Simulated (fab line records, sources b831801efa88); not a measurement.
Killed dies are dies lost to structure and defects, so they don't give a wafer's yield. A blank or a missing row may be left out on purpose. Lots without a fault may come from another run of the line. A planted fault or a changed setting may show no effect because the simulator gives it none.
fab line records | flow sky130
record lots=24 wafers=72 last_day=51
route steps=708 shown METAL3@566 VIA3@587 CAP2M@604 METAL4@634 VIA4@650
lots that met no fault: from a run of the same line without faults
start_h: hours from the record's first day to the start of the lot's first wafer shown | wait_h: hours since the lot's step before | " the same as in the row above | L1.1+2: a row that stands for several wafers | - no value, or no start given | * or withheld: withheld | < > ~ a bound
route shown NAME@n: a module of which the file shows steps, and the number in the route of the first | usual: mean/standard deviation of fault-free wafers | same: alike in all rows | chamber/n: place in a boat | sites: the reading at each site | _std_site: their standard deviation | _edge_site: outer sites' mean less inner sites' | radius_mm: how far each site lies from the wafer's centre | mask NAME#n: copy n | behind: the tool/chamber that last shaped the wafer | hold: why the lot was held/for how many hours/how that ended | device: the transistor (n, p or np) that didn't switch | end of line: the same wafers' tests at the end of the route | a step without rows: its recipe alone | killed: dies lost to structure and defects at the first sort, not the wafer's yield | map: a wafer's dies, x killed, . not, _ none there
set.NAME: the setting as run; set.NAME@STEP: as run at that earlier step | model.NAME: the simulator's own value behind a step, which no gauge read
steps of the route over a sample of lots; a table a step, a row a wafer
services: from which hour (start_h, from the record's first day; less than 0 if before it) a tool's chamber was out of use, for how many hours, and why
## steps
# step SKY_METAL3_ETCH_16
# recipe chemistry=N2/H2 target=BARC ion_energy_ev=200 bias_w=100 pressure_mtorr=30 n2_flow_sccm=100 h2_flow_sccm=200 icp_w=500 stop_on=SiO2 time_s=88.2 target_depth_a=600
# usual bias_w=100.08/0.28 drypump_motor_current_A=5.5/0.42 oes_product_au=0.626/0.0045 throttle_valve_pct=13.205/0.009
# columns lot.wafer tool chamber start_h wait_h bias_w drypump_motor_current_A oes_product_au rf_hours_counter_h throttle_valve_pct
L074.1 rie_metal-03 1 888.44 0.0 99.68 5.5 0.629 0 13.210
L074.3 " 0 " " 100.33 5.1 0.630 - 13.203
L074.4 " 1 " " 99.75 5.5 0.625 - 13.189
L076.3 rie_metal-02 1 897.62 0.0 100.77 4.9 0.623 - 13.203
L076.4 " 0 " " 100.16 6.2 0.621 - 13.200
L076.6 " 0 " " 100.15 6.2 0.628 - 13.213
L075.1 rie_metal-01 0 901.24 0.0 100.38 5.9 0.629 15 13.194
L075.2 " 1 " " 100.30 5.3 0.623 13 13.216
L075.5 " 1 " " 99.87 5.3 0.627 - 13.207
L077.1 rie_metal-03 0 918.76 0.0 100.24 5.1 0.635 7 13.206
L077.2 " 1 " " 100.22 5.5 0.615 1 13.217
L077.6 " 0 " " 99.86 5.1 0.630 - 13.206
L078.1 rie_metal-01 1 927.06 0.0 99.68 5.3 0.631 14 13.194
L078.2 " 0 " " 99.73 6.0 0.619 16 13.211
L078.5 " 1 " " 100.34 5.2 0.625 - 13.208
L079.1 rie_metal-03 0 937.00 0.0 100.44 5.1 0.623 8 13.206
L079.3 " 0 " " 100.23 5.1 0.627 - 13.214
L079.5 " 1 " " 99.87 5.5 0.624 - 13.205
L080.1 rie_metal-02 0 937.99 0.1 100.73 6.2 0.633 2 13.203
L080.2 " 0 " " 99.92 6.2 0.620 - 13.181
L080.6 " 0 " " 100.28 6.2 0.623 - 13.216
L081.1 rie_metal-01 0 950.20 0.0 100.00 6.0 0.619 17 13.197
L081.3 " 0 " " 99.96 6.0 0.621 - 13.196
L081.5 " 0 " " 99.34 6.0 0.633 - 13.228
L082.2 rie_metal-03 1 951.59 0.0 99.83 5.5 0.626 3 13.219
L082.5 " 1 " " 100.17 5.5 0.624 - 13.186
L082.6 " 0 " " 99.94 5.1 0.627 - 13.211
L083.2 rie_metal-03 1 962.71 0.0 100.04 5.5 0.626 4 13.217
L083.4 " 0 " " 99.71 5.1 0.629 - 13.205
L083.6 " 1 " " 100.05 5.5 0.627 - 13.209
L084.2 rie_metal-03 1 968.05 0.0 100.46 5.5 0.622 4 13.206
L084.4 " 1 " " 100.39 5.5 0.621 - 13.202
L084.6 " 1 " " 99.61 5.5 0.628 - 13.206
L085.2 rie_metal-03 0 974.69 0.0 99.82 5.1 0.623 9 13.201
L085.3 " 1 " " 100.08 5.5 0.627 - 13.211
L085.5 " 1 " " 100.27 5.5 0.630 - 13.202
L086.1 rie_metal-03 1 985.96 0.0 100.12 5.5 0.628 5 13.203
L086.4 " 0 " " 100.22 5.1 0.635 - 13.204
L086.5 " 1 " " 100.04 5.5 0.627 - 13.204
L087.3 rie_metal-01 1 989.74 0.0 100.07 5.2 0.619 - 13.212
L087.5 " 0 " " 99.97 6.0 0.626 - 13.208
L087.6 " 1 " " 99.95 5.2 0.623 - 13.218
L088.2 rie_metal-01 1 995.16 0.0 100.09 5.2 0.622 18 13.191
L088.4 " 0 " " 100.33 6.0 0.620 - 13.203
L088.5 " 1 " " 100.38 5.3 0.622 - 13.192
L089.1 rie_metal-03 1 1004.44 0.0 99.84 5.5 0.623 6 13.196
L089.2 " 0 " " 99.43 5.1 0.632 11 13.208
L089.6 " 1 " " 99.42 5.5 0.624 - 13.202
L090.1 rie_metal-03 1 1027.29 0.0 100.29 5.5 0.624 7 13.199
L090.3 " 0 " " 100.03 5.1 0.624 - 13.205
L090.5 " 0 " " 100.10 5.1 0.634 - 13.197
L091.2 rie_metal-01 0 1031.54 0.0 99.88 6.0 0.616 21 13.204
L091.3 " 0 " " 100.22 6.0 0.625 - 13.205
L091.4 " 1 " " 100.04 5.2 0.632 - 13.197
L092.3 rie_metal-01 1 1037.72 0.0 100.88 5.3 0.625 - 13.224
L092.5 " 1 " " 100.52 5.3 0.620 - 13.197
L092.6 " 0 " " 100.03 5.9 0.622 - 13.200
L093.3 rie_metal-03 1 1042.59 0.0 100.32 5.5 0.629 - 13.183
L093.4 " 0 " " 100.04 5.1 0.622 - 13.211
L093.5 " 1 " " 99.85 5.5 0.631 - 13.215
L095.2 rie_metal-03 1 1054.64 0.0 99.93 5.5 0.624 8 13.212
L095.5 " 1 " " 100.12 5.5 0.624 - 13.196
L095.6 " 0 " " 100.22 5.1 0.628 - 13.203
L094.1 rie_metal-02 0 1055.46 0.0 100.31 6.2 0.617 8 13.209
L094.2 " 1 " " 99.69 4.8 0.629 6 13.215
L094.4 " 1 " " 99.79 4.9 0.621 - 13.214
L096.1 rie_metal-02 0 1056.56 0.0 100.10 6.2 0.623 8 13.194
L096.3 " 0 " " 99.96 6.2 0.630 - 13.207
L096.5 " 1 " " 99.98 4.9 0.626 - 13.216
L097.1 rie_metal-02 0 1086.89 0.0 100.08 6.2 0.630 11 13.214
L097.2 " 1 " " 99.90 4.9 0.627 9 13.192
L097.4 " 0 " " 100.15 6.2 0.627 - 13.192
# step SKY_VIA3_ETCH_14
# recipe chemistry=N2/H2 target=BARC ion_energy_ev=200 source_w=500 bias_w=100 pressure_mtorr=30 n2_flow_sccm=100 h2_flow_sccm=200 stop_on=SiO2 time_s=45.9 target_depth_a=600
# usual bias_w=99.9/0.32 drypump_motor_current_A=5.6/0.38 oes_product_au=0.855/0.0045 throttle_valve_pct=13.226/0.0081
# columns lot.wafer tool chamber start_h wait_h bias_w drypump_motor_current_A oes_product_au rf_hours_counter_h throttle_valve_pct
L074.1 rie_diel-03 3 915.27 0.0 99.6 5.9 0.858 3 13.226
L074.3 " 0 " " 100.4 5.2 0.857 9 13.209
L074.4 " 1 " " 99.6 5.7 0.858 - 13.234
L076.3 rie_diel-04 0 924.12 0.0 99.9 5.5 0.852 12 13.230
L076.4 " 3 " " 100.1 6.1 0.852 - 13.224
L076.6 " 0 " " 99.5 5.5 0.854 - 13.216
L075.1 rie_diel-03 1 927.10 0.0 100.1 5.7 0.849 22 13.218
L075.2 " 0 " " 99.9 5.1 0.853 9 13.222
L075.5 " 1 " " 100.0 5.7 0.854 - 13.228
L077.1 rie_diel-03 0 944.80 0.0 100.4 5.1 0.858 9 13.227
L077.2 " 2 " " 100.0 6.1 0.861 6 13.238
L077.6 " 0 " " 100.2 5.2 0.850 - 13.228
L078.1 rie_diel-03 3 953.35 0.0 100.2 5.8 0.849 4 13.236
L078.2 " 2 " " 99.5 6.0 0.856 6 13.230
L078.5 " 3 " " 100.8 5.8 0.854 - 13.227
L079.1 rie_diel-04 0 963.42 0.0 99.7 5.5 0.851 13 13.226
L079.3 " 1 " " 100.3 6.1 0.851 24 13.222
L079.5 " 3 " " 100.4 6.1 0.853 - 13.205
L080.1 rie_diel-03 0 964.25 0.0 99.7 5.1 0.855 10 13.239
L080.2 " 2 " " 100.0 6.0 0.849 6 13.219
L080.6 " 2 " " 100.1 6.0 0.856 - 13.223
L081.1 rie_diel-04 1 976.70 0.0 100.0 6.1 0.858 24 13.231
L081.3 " 3 " " 99.5 6.1 0.852 12 13.230
L081.5 " 3 " " 100.2 6.1 0.848 - 13.222
L082.2 rie_diel-01 1 978.22 0.0 100.3 5.3 0.854 19 13.244
L082.5 " 2 " " 99.9 5.1 0.854 - 13.221
L082.6 " 1 " " 100.0 5.3 0.847 - 13.220
L083.2 rie_diel-01 1 988.72 0.0 99.8 5.3 0.849 20 13.231
L083.4 " 0 " " 99.6 5.2 0.853 - 13.208
L083.6 " 1 " " 100.1 5.2 0.850 - 13.239
L084.2 rie_diel-01 3 993.37 0.0 99.5 6.0 0.855 21 13.232
L084.4 " 1 " " 99.9 5.3 0.855 - 13.231
L084.6 " 0 " " 100.3 5.2 0.854 - 13.213
L085.2 rie_diel-04 1 999.80 0.0 99.9 6.1 0.855 25 13.227
L085.3 " 3 " " 100.0 6.1 0.862 13 13.244
L085.5 " 1 " " 99.9 6.1 0.857 - 13.223
L086.1 rie_diel-01 3 1010.37 0.0 100.0 6.0 0.854 22 13.227
L086.4 " 1 " " 99.7 5.2 0.847 21 13.228
L086.5 " 1 " " 99.0 5.3 0.853 - 13.218
L087.3 rie_diel-04 2 1014.32 0.0 99.6 5.5 0.848 16 13.226
L087.5 " 0 " " 99.8 5.5 0.858 - 13.214
L087.6 " 3 " " 99.1 6.2 0.859 - 13.221
L088.2 rie_diel-04 1 1019.90 0.0 100.6 6.1 0.853 25 13.225
L088.4 " 0 " " 100.5 5.4 0.853 14 13.231
L088.5 " 2 " " 99.8 5.5 0.854 - 13.219
L089.1 rie_diel-03 0 1028.42 0.0 100.5 5.1 0.858 12 13.237
L089.2 " 1 " " 100.1 5.7 0.863 25 13.223
L089.6 " 2 " " 99.9 6.0 0.850 - 13.227
L090.1 rie_diel-01 0 1051.43 0.0 99.8 5.2 0.862 22 13.224
L090.3 " 2 " " 99.6 5.1 0.861 16 13.225
L090.5 " 2 " " 99.8 5.1 0.853 - 13.216
L091.2 rie_diel-01 1 1055.77 0.0 99.8 5.3 0.853 23 13.236
L091.3 " 3 " " 100.3 6.0 0.855 24 13.225
L091.4 " 2 " " 100.2 5.1 0.853 16 13.236
L092.3 rie_diel-01 0 1060.97 0.0 99.9 5.2 0.854 22 13.230
L092.5 " 3 " " 100.0 5.9 0.859 - 13.226
L092.6 " 2 " " 99.9 5.1 0.860 - 13.222
L093.3 rie_diel-01 0 1065.38 0.0 99.8 5.2 0.863 22 13.230
L093.4 " 1 " " 99.9 5.2 0.861 23 13.228
L093.5 " 0 " " 99.9 5.2 0.855 - 13.217
L095.2 rie_diel-04 2 1077.23 0.0 100.2 5.5 0.857 18 13.225
L095.5 " 3 " " 99.3 6.1 0.848 - 13.246
L095.6 " 2 " " 100.5 5.5 0.856 - 13.218
L094.1 rie_diel-01 0 1078.20 0.0 99.7 5.2 0.858 23 13.221
L094.2 " 2 " " 100.3 5.1 0.857 17 13.219
L094.4 " 1 " " 99.4 5.2 0.850 23 13.225
L096.1 rie_diel-03 3 1079.20 0.0 100.3 5.9 0.868 9 13.236
L096.3 " 0 " " 100.1 5.1 0.855 14 13.228
L096.5 " 1 " " 99.9 5.7 0.852 - 13.232
L097.1 rie_diel-01 0 1108.93 0.0 99.0 5.2 0.859 24 13.220
L097.2 " 3 " " 99.6 6.0 0.859 26 13.236
L097.4 " 0 " " 99.8 5.2 0.849 - 13.225
# step SKY_CAP2M_THK_MEAS_01
# recipe reads=SiO2_of_CAP2M_CVD_00
# usual CAP2M_CVD_00_THK=15.54/0.21
# columns lot.wafer tool chamber start_h wait_h CAP2M_CVD_00_THK[nm]
L074.1 film_metro-02 - 916.85 - 15.43
L074.3 " - " " 15.45
L074.4 " - " " 15.57
L076.3 film_metro-02 - 925.73 - 15.72
L076.4 " - " " 15.55
L076.6 " - " " 15.38
L075.1 film_metro-04 - 928.95 - 15.02
L075.2 " - " " 15.14
L075.5 " - " " 15.47
L077.1 film_metro-04 - 946.33 - 15.37
L077.2 " - " " 15.51
L077.6 " - " " 15.76
L078.1 film_metro-04 - 954.88 - 15.92
L078.2 " - " " 15.41
L078.5 " - " " 15.82
L079.1 film_metro-01 - 964.97 - 15.35
L079.3 " - " " 15.39
L079.5 " - " " 15.57
L080.1 film_metro-02 - 965.79 - 15.38
L080.2 " - " " 15.53
L080.6 " - " " 15.71
L081.1 film_metro-02 - 978.24 - 15.56
L081.3 " - " " 15.67
L081.5 " - " " 15.68
L082.2 film_metro-04 - 979.78 - 15.25
L082.5 " - " " 15.65
L082.6 " - " " 15.45
L083.2 film_metro-02 - 990.27 - 15.40
L083.4 " - " " 15.45
L083.6 " - " " 15.80
L084.2 film_metro-02 - 994.93 - 15.32
L084.4 " - " " 15.60
L084.6 " - " " 15.80
L085.2 film_metro-01 - 1001.34 - 15.31
L085.3 " - " " 15.39
L085.5 " - " " 15.68
L086.1 film_metro-01 - 1011.95 - 15.51
L086.4 " - " " 15.77
L086.5 " - " " 15.40
L087.3 film_metro-04 - 1015.89 - 15.47
L087.5 " - " " 15.25
L087.6 " - " " 15.60
L088.2 film_metro-04 - 1021.48 - 15.24
L088.4 " - " " 15.37
L088.5 " - " " 15.44
L089.1 film_metro-01 - 1029.96 - 15.31
L089.2 " - " " 15.45
L089.6 " - " " 15.65
L090.1 film_metro-02 - 1053.12 - 15.65
L090.3 " - " " 15.19
L090.5 " - " " 15.75
L091.2 film_metro-01 - 1057.75 - 15.33
L091.3 " - " " 15.35
L091.4 " - " " 15.73
L092.3 film_metro-01 - 1062.96 - 15.79
L092.5 " - " " 15.60
L092.6 " - " " 15.89
L093.3 film_metro-04 - 1066.93 - 15.58
L093.4 " - " " 15.42
L093.5 " - " " 15.61
L095.2 film_metro-01 - 1078.93 - 15.60
L095.5 " - " " 15.70
L095.6 " - " " 15.54
L094.1 film_metro-04 - 1079.87 - 15.63
L094.2 " - " " 15.39
L094.4 " - " " 16.27
L096.1 film_metro-04 - 1080.90 - 15.60
L096.3 " - " " 15.75
L096.5 " - " " 15.85
L097.1 film_metro-01 - 1111.15 - 15.46
L097.2 " - " " 15.33
L097.4 " - " " 15.61
# step SKY_METAL4_METAL_ETCH_18
# recipe target_depth_a=8450 stop_on=SiO2 over_etch_frac=0.3 time_s=183.1 chemistry=Cl2/BCl3 resist_sidewall_deg=88 pressure_mtorr=10 icp_w=900 bias_w=48.5 Cl2_flow_sccm=60 bcl3_flow_sccm=30
# usual bias_w=48.50/0.14 drypump_motor_current_A=5.6/0.39 oes_product_au=0.865/0.0076 throttle_valve_pct=22.263/0.01
# columns lot.wafer tool chamber start_h wait_h bias_w drypump_motor_current_A oes_product_au rf_hours_counter_h throttle_valve_pct
L074.1 rie_metal-01 0 966.60 0.0 48.47 6.0 0.860 18 22.261
L074.3 " 0 " " 48.51 5.9 0.852 - 22.264
L074.4 " 1 " " 48.54 5.3 0.866 - 22.275
L076.3 rie_metal-01 1 976.31 0.1 48.50 5.3 0.863 - 22.271
L076.4 " 0 " " 48.49 6.0 0.855 - 22.284
L076.6 " 0 " " 48.51 5.9 0.857 - 22.273
L075.1 rie_metal-04 1 978.72 0.0 48.78 5.9 0.875 17 22.271
L075.2 " 0 " " 48.50 5.5 0.874 10 22.261
L075.5 " 0 " " 48.46 5.5 0.876 - 22.267
L077.1 rie_metal-01 1 995.97 0.0 48.47 5.2 0.875 18 22.277
L077.2 " 0 " " 48.53 6.0 0.855 20 22.252
L077.6 " 0 " " 48.48 5.9 0.870 - 22.256
L078.1 rie_metal-04 0 1003.97 0.0 48.61 5.5 0.863 12 22.260
L078.2 " 1 " " 48.46 5.9 0.867 19 22.260
L078.5 " 1 " " 48.46 5.9 0.866 - 22.259
L079.1 rie_metal-01 0 1013.32 0.0 48.61 6.0 0.858 20 22.266
L079.3 " 0 " " 48.63 6.0 0.863 - 22.265
L079.5 " 1 " " 48.71 5.2 0.863 - 22.261
L080.1 rie_metal-04 0 1013.85 0.0 48.56 5.5 0.860 12 22.265
L080.2 " 1 " " 48.45 5.9 0.862 19 22.261
L080.6 " 0 " " 48.65 5.5 0.848 - 22.285
L081.1 rie_metal-04 0 1025.37 0.0 48.55 5.5 0.872 13 22.240
L081.3 " 0 " " 48.49 5.5 0.866 - 22.278
L081.5 " 0 " " 48.36 5.5 0.866 - 22.268
L082.2 rie_metal-01 1 1026.15 0.0 48.53 5.2 0.866 19 22.251
L082.5 " 1 " " 48.46 5.2 0.866 - 22.259
L082.6 " 0 " " 48.62 6.0 0.864 - 22.258
L083.2 rie_metal-01 0 1036.12 0.0 48.48 6.0 0.874 22 22.260
L083.4 " 0 " " 48.67 6.0 0.876 - 22.270
L083.6 " 1 " " 48.28 5.3 0.876 - 22.276
L084.2 rie_metal-04 1 1041.95 0.0 48.45 5.9 0.872 21 22.247
L084.4 " 0 " " 48.62 5.5 0.871 - 22.251
L084.6 " 0 " " 48.39 5.5 0.875 - 22.260
L085.2 rie_metal-04 1 1047.72 0.0 48.29 5.9 0.863 22 22.259
L085.3 " 0 " " 48.46 5.6 0.859 - 22.270
L085.5 " 1 " " 48.45 5.9 0.858 - 22.278
L086.1 rie_metal-02 1 1057.15 0.0 48.70 4.8 0.854 6 22.256
L086.4 " 0 " " 48.32 6.2 0.859 - 22.252
L086.5 " 1 " " 48.63 4.8 0.855 - 22.255
L087.3 rie_metal-01 1 1060.32 0.1 48.37 5.2 0.887 - 22.262
L087.5 " 1 " " 48.39 5.2 0.869 - 22.261
L087.6 " 1 " " 48.19 5.2 0.869 - 22.259
L088.2 rie_metal-01 1 1065.21 0.1 48.41 5.2 0.874 - 22.248
L088.4 " 1 " " 48.40 5.2 0.869 - 22.262
L088.5 " 1 " " 48.52 5.3 0.867 - 22.278
L089.1 rie_metal-01 1 1073.30 0.0 48.40 5.2 0.864 23 22.255
L089.2 " 0 " " 48.53 6.0 0.871 0 22.251
L089.6 " 1 " " 48.55 5.2 0.865 - 22.274
L090.1 rie_metal-01 0 1094.70 0.0 48.62 6.0 0.862 2 22.260
L090.3 " 1 " " 48.33 5.2 0.872 - 22.243
L090.5 " 0 " " 48.57 6.0 0.869 - 22.264
L091.2 rie_metal-02 0 1099.55 0.0 48.67 6.2 0.859 12 22.269
L091.3 " 1 " " 48.43 4.8 0.858 - 22.256
L091.4 " 0 " " 48.57 6.2 0.859 - 22.264
L092.3 rie_metal-01 0 1104.55 0.1 48.50 6.0 0.856 - 22.267
L092.5 " 1 " " 48.54 5.3 0.859 - 22.260
L092.6 " 0 " " 48.55 6.0 0.851 - 22.260
L093.3 rie_metal-01 1 1107.98 0.1 48.37 5.2 0.870 - 22.263
L093.4 " 0 " " 48.62 6.0 0.869 - 22.247
L093.5 " 1 " " 48.42 5.2 0.861 - 22.277
L095.2 rie_metal-02 0 1119.80 0.0 48.61 6.2 0.865 13 22.275
L095.5 " 0 " " 48.59 6.2 0.854 - 22.262
L095.6 " 1 " " 48.55 4.9 0.858 - 22.257
L094.1 rie_metal-04 1 1120.82 0.0 48.71 5.9 0.871 26 22.259
L094.2 " 0 " " 48.48 5.5 0.880 19 22.254
L094.4 " 0 " " 48.64 5.6 0.857 - 22.267
L096.1 rie_metal-01 1 1122.09 0.0 48.45 5.3 0.861 27 22.267
L096.3 " 0 " " 48.36 6.0 0.863 - 22.274
L096.5 " 1 " " 48.37 5.2 0.863 - 22.263
L097.1 rie_metal-04 0 1149.62 0.0 48.71 5.5 0.857 21 22.253
L097.2 " 1 " " 48.64 5.9 0.855 28 22.258
L097.4 " 1 " " 48.76 5.9 0.863 - 22.265
# step SKY_VIA4_OVL_MEAS_11
# usual VIA4_OVL=0.5/1.5
# columns lot.wafer tool chamber start_h wait_h VIA4_OVL[nm]
L074.1 overlay-01 - 992.32 0.1 1.1
L074.3 " - " " 1.1
L074.4 " - " " 2.0
L076.3 overlay-02 - 1000.58 0.1 0.6
L076.4 " - " " -0.2
L076.6 " - " " -1.0
L075.1 overlay-02 - 1003.32 0.1 -0.6
L075.2 " - " " 0.8
L075.5 " - " " 0.2
L077.1 overlay-02 - 1020.17 0.1 1.8
L077.2 " - " " 3.5
L077.6 " - " " 0.2
L078.1 overlay-02 - 1027.57 0.1 0.9
L078.2 " - " " -0.4
L078.5 " - " " -0.2
L079.1 overlay-02 - 1036.92 0.1 -0.3
L079.3 " - " " 0.8
L079.5 " - " " 0.3
L080.1 overlay-01 - 1037.15 0.1 1.7
L080.2 " - " " 2.8
L080.6 " - " " 3.5
L081.1 overlay-01 - 1048.87 0.1 1.5
L081.3 " - " " -0.1
L081.5 " - " " 0.0
L082.2 overlay-01 - 1049.18 0.1 0.8
L082.5 " - " " 0.2
L082.6 " - " " -0.3
L083.2 overlay-01 - 1059.33 0.1 0.7
L083.4 " - " " 1.0
L083.6 " - " " 2.0
L084.2 overlay-01 - 1064.50 0.1 -0.3
L084.4 " - " " -0.3
L084.6 " - " " -2.3
L085.2 overlay-02 - 1070.25 0.1 -0.3
L085.3 " - " " 0.0
L085.5 " - " " -0.1
L086.1 overlay-02 - 1079.62 0.1 -0.8
L086.4 " - " " -2.2
L086.5 " - " " -1.2
L087.3 overlay-01 - 1082.48 0.1 2.2
L087.5 " - " " 1.8
L087.6 " - " " 2.2
L088.2 overlay-02 - 1087.00 0.1 0.6
L088.4 " - " " 1.3
L088.5 " - " " 2.2
L089.1 overlay-01 - 1095.02 0.1 -0.7
L089.2 " - " " -0.3
L089.6 " - " " 0.7
L090.1 overlay-01 - 1115.85 0.1 0.1
L090.3 " - " " -1.4
L090.5 " - " " 0.5
L091.2 overlay-01 - 1120.18 0.1 0.7
L091.3 " - " " 0.3
L091.4 " - " " -1.7
L092.3 overlay-02 - 1124.86 0.1 0.0
L092.5 " - " " -0.1
L092.6 " - " " -1.4
L093.3 overlay-01 - 1128.63 0.1 2.1
L093.4 " - " " 4.1
L093.5 " - " " 2.8
L095.2 overlay-02 - 1139.76 0.1 0.4
L095.5 " - " " 0.2
L095.6 " - " " 1.0
L094.1 overlay-02 - 1141.15 0.1 -0.6
L094.2 " - " " 1.2
L094.4 " - " " 1.0
L096.1 overlay-02 - 1141.75 0.1 -3.5
L096.3 " - " " -3.5
L096.5 " - " " -1.4
L097.1 overlay-01 - 1167.75 0.1 2.4
L097.2 " - " " 2.5
L097.4 " - " " 1.8
# step SKY_VIA4_THK_MEAS_20
# recipe thk_meas_gauge=xrf reads=W_of_VIA4_CVD_18
# usual VIA4_W_THK=511/6.2
# columns lot.wafer tool chamber start_h wait_h VIA4_W_THK[nm]
L074.1 film_metro-02 - 993.35 0.1 512
L074.3 " - " " 511
L074.4 " - " " 514
L076.3 film_metro-02 - 1001.62 0.1 508
L076.4 " - " " 502
L076.6 " - " " 512
L075.1 film_metro-02 - 1004.35 0.1 508
L075.2 " - " " 507
L075.5 " - " " 508
L077.1 film_metro-02 - 1021.25 0.1 522
L077.2 " - " " 514
L077.6 " - " " 516
L078.1 film_metro-02 - 1028.60 0.1 510
L078.2 " - " " 510
L078.5 " - " " 509
L079.1 film_metro-03 - 1037.98 0.1 514
L079.3 " - " " 512
L079.5 " - " " 514
L080.1 film_metro-01 - 1038.18 0.1 505
L080.2 " - " " 513
L080.6 " - " " 516
L081.1 film_metro-02 - 1049.95 0.1 517
L081.3 " - " " 522
L081.5 " - " " 525
L082.2 film_metro-03 - 1050.26 0.1 516
L082.5 " - " " 515
L082.6 " - " " 512
L083.2 film_metro-02 - 1060.42 0.1 506
L083.4 " - " " 507
L083.6 " - " " 507
L084.2 film_metro-02 - 1065.54 0.1 519
L084.4 " - " " 518
L084.6 " - " " 516
L085.2 film_metro-03 - 1071.29 0.1 511
L085.3 " - " " 510
L085.5 " - " " 515
L086.1 film_metro-01 - 1080.65 0.1 512
L086.4 " - " " 503
L086.5 " - " " 502
L087.3 film_metro-01 - 1083.53 0.1 512
L087.5 " - " " 509
L087.6 " - " " 511
L088.2 film_metro-01 - 1088.07 0.1 510
L088.4 " - " " 506
L088.5 " - " " 508
L089.1 film_metro-02 - 1096.39 0.1 515
L089.2 " - " " 511
L089.6 " - " " 515
L090.1 film_metro-02 - 1116.95 0.1 511
L090.3 " - " " 515
L090.5 " - " " 514
L091.2 film_metro-02 - 1121.22 0.1 509
L091.3 " - " " 511
L091.4 " - " " 508
L092.3 film_metro-01 - 1126.04 0.1 507
L092.5 " - " " 509
L092.6 " - " " 505
L093.3 film_metro-01 - 1129.76 0.1 509
L093.4 " - " " 510
L093.5 " - " " 507
L095.2 film_metro-01 - 1141.01 0.1 505
L095.5 " - " " 504
L095.6 " - " " 504
L094.1 film_metro-03 - 1142.22 0.1 512
L094.2 " - " " 503
L094.4 " - " " 514
L096.1 film_metro-01 - 1142.87 0.1 504
L096.3 " - " " 507
L096.5 " - " " 503
L097.1 film_metro-02 - 1168.78 0.1 531
L097.2 " - " " 526
L097.4 " - " " 526
## services
# columns tool chamber start_h hours kind
rie_metal-03 1 865.23 - clean
rie_metal-03 1 865.23 14.4 scheduled_down
rie_metal-03 1 865.23 14.4 vent_cycle
rie_metal-04 - 884.22 2.8 pm
rie_metal-01 - 890.63 2.8 pm
rie_metal-02 0 901.22 - clean
rie_metal-02 0 901.22 19.3 scheduled_down
rie_diel-03 2 912.22 7.2 repair
rie_diel-04 2 918.50 6.0 repair
rie_metal-01 - 925.09 1.0 repair
rie_diel-01 3 931.31 23.7 repair
rie_diel-01 0 956.89 9.9 repair
rie_diel-01 - 974.10 2.8 pm
rie_diel-01 2 984.63 15.8 repair
rie_metal-01 - 1000.67 4.0 pm
rie_diel-03 0 1022.98 1.6 repair
rie_diel-03 1 1024.50 2.0 repair
rie_diel-04 1 1037.13 7.0 repair
rie_metal-01 0 1050.49 5.9 repair
rie_metal-01 0 1059.53 - clean
rie_metal-01 0 1059.53 11.5 scheduled_down
rie_metal-01 0 1059.53 11.5 vent_cycle
rie_diel-03 3 1064.07 7.6 repair
rie_diel-01 1 1078.59 32.7 repair
## key
fault none
